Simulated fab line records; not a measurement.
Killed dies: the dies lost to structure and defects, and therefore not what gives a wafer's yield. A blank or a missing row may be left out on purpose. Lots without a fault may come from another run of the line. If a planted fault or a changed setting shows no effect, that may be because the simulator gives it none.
fab line records    flow sky130
record: lots: 5  wafers: 15  last_day: 50
route steps=708 shown RES_XHIGH@341 SD_N@342
lots that met no fault: from a run of the same line without faults
start_h: start of the lot's first displayed wafer, in hours after the record's first day    wait_h: hours elapsed since this lot's preceding step    " repeats the value in the row above    L1.1+2: one row covering several wafers at once    - no value present, or no start provided    * or withheld: withheld    < > ~ a bound
route shown NAME@n: NAME is a module with steps in the file, n the number in the route of the first one    usual: mean/standard deviation of fault-free wafers    same: alike in all rows    chamber/n: place in a boat    sites: readings site by site    _std_site: standard deviation across them    _edge_site: inner sites' mean taken away from outer sites' mean    radius_mm: how far each site lies from the wafer's centre    mask NAME#n: copy n    behind: tool/chamber where the wafer was last shaped    hold: why the lot went on hold/how many hours it stayed there/how the hold came to an end    device: names the non-switching transistor (n, p or np)    end of line: tests of these same wafers at the route's end    a step with no rows: only its recipe    killed: count of dies lost to structure and defects at first sort (not the wafer's yield)    map: dies across one wafer; x = killed, . = not, _ = none there
set.NAME: the run value of the setting; set.NAME@STEP: its run value at that earlier step    model.NAME: the simulator's own value behind a step, which no gauge read
a table for each step, a row for each wafer; lots at some steps of the route
services: a tool's chamber out of use, with start hour (start_h, from the record's first day; less than 0 if before it), hours out, and reason
== steps ==
step: SKY_RES_XHIGH_TW_MEAS_09
usual: RES_XHIGH_TW: 1654/20
lot.wafer  tool           chamber  start_h  wait_h  RES_XHIGH_TW
L230.1     film_metro-04  -        652.18   0.1     1633
L230.2     "              -        "        "       1643
L230.4     "              -        "        "       1645
L235.3     film_metro-04  -        694.36   0.1     1650
L235.4     "              -        "        "       1641
L235.5     "              -        "        "       1636
L242.1     film_metro-04  -        748.03   0.1     1651
L242.5     "              -        "        "       1654
L242.6     "              -        "        "       1651
L247.3     film_metro-01  -        801.60   0.1     1669
L247.4     "              -        "        "       1668
L247.5     "              -        "        "       1664
L249.1     film_metro-01  -        818.78   0.1     1667
L249.2     "              -        "        "       1661
L249.4     "              -        "        "       1670
step: SKY_SD_N_DEHYDRATE_00
recipe: temp_c: 200  time_s: 60
step: SKY_SD_N_HMDS_01
recipe: prime_time_s: 60  prime_temp_c: 120
step: SKY_SD_N_COAT_02
recipe: resist: NOVOLAK  spin_rpm: 3000  resist_thk_nm: 1140
step: SKY_SD_N_SOFTBAKE_03
recipe: temp_c: 90  time_s: 60  resist: NOVOLAK
step: SKY_SD_N_EXPOSE_04
recipe: mask_id: NSDM  na: 0.6  source_shape: conventional  sigma_outer: 0.6  polarization: unpolarized  target_cd_nm: 380  dose_mj: 141
step: SKY_SD_N_PEB_05
recipe: temp_c: withheld  time_s: *  resist: NOVOLAK
step: SKY_SD_N_DEVELOP_06
recipe: resist: NOVOLAK  developer: TMAH  develop_time_s: 60  dev_temp_c: 23
step: SKY_SD_N_CD_MEAS_07
recipe: target_cd_nm: 380
usual: cd_nm: 379.6/2.3
lot.wafer  tool       chamber  start_h  wait_h  cd_nm
L230.1     cd_sem-01  -        680.48   0.1     374.4
L230.2     "          -        "        "       376.6
L230.4     "          -        "        "       376.4
L235.3     cd_sem-01  -        721.72   0.1     381.7
L235.4     "          -        "        "       386.1
L235.5     "          -        "        "       384.0
L242.1     cd_sem-02  -        775.20   0.2     377.1
L242.5     "          -        "        "       376.9
L242.6     "          -        "        "       376.7
L247.3     cd_sem-02  -        826.68   0.1     377.3
L247.4     "          -        "        "       378.5
L247.5     "          -        "        "       379.6
L249.1     cd_sem-01  -        844.18   0.1     380.5
L249.2     "          -        "        "       378.9
L249.4     "          -        "        "       378.6
step: SKY_SD_N_OVL_MEAS_08
usual: SD_N_OVL: 1.2/1.6
lot.wafer  tool        chamber  start_h  wait_h  SD_N_OVL[nm]
L230.1     overlay-01  -        680.60   0.1     0.5
L230.2     "           -        "        "       0.3
L230.4     "           -        "        "       0.6
L235.3     overlay-02  -        721.81   0.1     1.2
L235.4     "           -        "        "       2.3
L235.5     "           -        "        "       2.1
L242.1     overlay-01  -        775.32   0.1     -1.0
L242.5     "           -        "        "       -1.1
L242.6     "           -        "        "       -1.0
L247.3     overlay-02  -        826.77   0.1     0.2
L247.4     "           -        "        "       0.3
L247.5     "           -        "        "       1.6
L249.1     overlay-02  -        844.30   0.1     1.5
L249.2     "           -        "        "       1.2
L249.4     "           -        "        "       0.8
step: SKY_SD_N_IMPLANT_09
recipe: species: As  energy_kev: 50  dose_cm2: 4e+15  tilt_deg: 0
step: SKY_SD_N_IMPLANT_10
recipe: species: P  energy_kev: 20  dose_cm2: 1e+14  tilt_deg: 0
step: SKY_SD_N_STRIP_11
recipe: chemistry: O2/N2  power_w: 1400  pressure_mtorr: 1500  platen_temp_c: withheld  o2_flow_sccm: 3000  n2_flow_sccm: 300  overash_fraction: 0.5
usual: drypump_motor_current_A: 5.8/0.46  n2_flow_sccm: 299.9/0.87  oes_product_au: 0.528/0.0046  strip_time_to_endpoint_s: 22.55/0.045
same: overash_fraction: 0.5
lot.wafer  tool             chamber  start_h  wait_h  drypump_motor_current_A  n2_flow_sccm  oes_product_au  rf_hours_counter_h  strip_time_to_endpoint_s  model.NOVOLAK_of_SD_N_COAT_02.thk_nm
L230.1     plasma_asher-02  0        680.93   0.1     5.0                      299.6         0.522           55                  22.59                     0
L230.2     "                1        "        "       6.1                      298.8         0.520           55                  22.58                     0
L230.4     "                1        "        "       6.1                      297.7         0.535           -                   22.55                     0
L235.3     plasma_asher-03  0        722.17   0.1     5.2                      299.8         0.529           -                   22.52                     0
L235.4     "                1        "        "       6.1                      297.9         0.525           -                   22.50                     0
L235.5     "                1        "        "       6.0                      297.8         0.534           -                   22.53                     0
L242.1     plasma_asher-02  1        775.66   0.1     6.2                      300.9         0.269           64                  -                         902
L242.5     "                0        "        "       4.9                      299.9         0.308           -                   -                         900.2
L242.6     "                1        "        "       6.1                      300.0         0.290           -                   -                         901.2
L247.3     plasma_asher-03  0        827.13   0.1     5.2                      301.1         0.523           -                   22.62                     0
L247.4     "                1        "        "       6.1                      299.6         0.523           -                   22.60                     0
L247.5     "                0        "        "       5.2                      301.2         0.531           -                   22.66                     0
L249.1     plasma_asher-01  0        844.64   0.1     6.4                      300.1         0.528           43                  22.49                     0
L249.2     "                1        "        "       5.6                      301.0         0.526           43                  22.49                     0
L249.4     "                1        "        "       5.6                      300.4         0.522           -                   22.45                     0
step: SKY_SD_N_TW_MEAS_12
usual: SD_N_TW: 3999/53
lot.wafer  tool           chamber  start_h  wait_h  SD_N_TW
L230.1     film_metro-01  -        681.03   0.1     4053
L230.2     "              -        "        "       4048
L230.4     "              -        "        "       4056
L235.3     film_metro-04  -        722.26   0.1     3986
L235.4     "              -        "        "       3983
L235.5     "              -        "        "       3972
L242.1     film_metro-03  -        775.76   0.1     3907
L242.5     "              -        "        "       3919
L242.6     "              -        "        "       3905
L247.3     film_metro-04  -        827.22   0.1     4009
L247.4     "              -        "        "       4006
L247.5     "              -        "        "       3981
L249.1     film_metro-01  -        844.74   0.1     4072
L249.2     "              -        "        "       4080
L249.4     "              -        "        "       4061
== services ==
tool             chamber  start_h  hours  kind
plasma_asher-03  -        733.75   9.0    pm
plasma_asher-03  0        733.75   9.0    vent_cycle
plasma_asher-03  1        733.75   9.0    vent_cycle
plasma_asher-03  0        742.75   -      clean
plasma_asher-03  1        742.75   -      clean
plasma_asher-03  -        799.04   25.4   pm
== key ==
first_sign: step: SKY_SD_N_STRIP_11  reading: oes_product_au  direction: down  sigmas: 52  usual: 0.528  struck: 0.289
effect none on later readings
model_effect: step: SKY_SD_N_STRIP_11  value: NOVOLAK_of_SD_N_COAT_02.thk_nm  without: 0  struck: 901.1
met_at SKY_SD_N_STRIP_11
struck_wafers L242.1,L242.5,L242.6
later_rows_left_out L242.1,L242.5,L242.6
sort_left_out L242.1,L242.5,L242.6
tester_left_out L242
onset_between 680.93 775.66
fault: kind: strip_aborted  tool: plasma_asher-02  chamber: -  onset_h: 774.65  steps: SKY_SD_N_STRIP_11  offset: 1  end_h: 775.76
tester_left_out: of these lots the tester's yield and bins aren't shown, on N5 and GAA mostly nor the transistor test; their killed dies are dies lost to structure and defects alone, not to doping, threshold or leakage, so they don't give the yield
sort_left_out: the simulated sort isn't trusted on such a fault, so these wafers' sort isn't shown, and their yield isn't known
later_rows_left_out: the simulator's readings of these wafers behind a module that went badly wrong aren't trusted and aren't shown, but for the sort
